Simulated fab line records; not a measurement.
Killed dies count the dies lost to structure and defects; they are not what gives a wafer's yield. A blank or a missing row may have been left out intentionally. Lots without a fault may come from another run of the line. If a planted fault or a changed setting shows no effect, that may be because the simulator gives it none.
Chamber matching | flow sky130 | SKY_CAP2M_CVD_00 on pecvd-03 has 3 sister chambers
The step deposits SiO2, target thk 15.5 nm. 3 wafers are shown with their chamber, then 9 later ones without.

== WAFERS WITH THEIR CHAMBER ==
wafer  | chamber | heater_power_w (W)
L088.3 | 0       | 730
L090.2 | 1       | 665
L090.4 | 2       | 684

== WAFERS MISSING THEIR CHAMBER ==
wafer  | heater_power_w (W)
L095.1 | 582
L095.2 | 680
L095.3 | 726
L095.4 | 595
L095.5 | 751
L095.6 | 682
L097.3 | 679
L097.5 | 608
L097.6 | 647

== CHAMBER TAKEN BY EACH ==
wafer  | from the rows above          | in truth
L095.1 | can't be placed: 1 or 2 or 0 | 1
L095.2 | can't be placed: 2 or 1 or 0 | 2
L095.3 | can't be placed: 0 or 2 or 1 | 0
L095.4 | can't be placed: 1 or 2 or 0 | 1
L095.5 | can't be placed: 0 or 2 or 1 | 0
L095.6 | can't be placed: 2 or 1 or 0 | 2
L097.3 | can't be placed: 2 or 1 or 0 | 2
L097.5 | can't be placed: 1 or 2 or 0 | 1
L097.6 | can't be placed: 1 or 2 or 0 | 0
Placed correctly: 0 of 9. From these rows, 9 cannot be placed; in 9 the true chamber is one of the candidates. Wrongly placed: 0.
How it was worked out, from the rows above alone: a wafer's distance from a chamber is the root of the sum, over the readings, of the square of ((its reading less the chamber's mean) divided by the reading's scatter). The wafer belongs to the nearest chamber; if the next one is less than 2 further off, it can't be placed. Each chamber's mean is taken over the wafers shown for it. The scatter: with one shown wafer a chamber, the root of the mean of the squares of how far each hidden wafer lies from its nearest shown one.
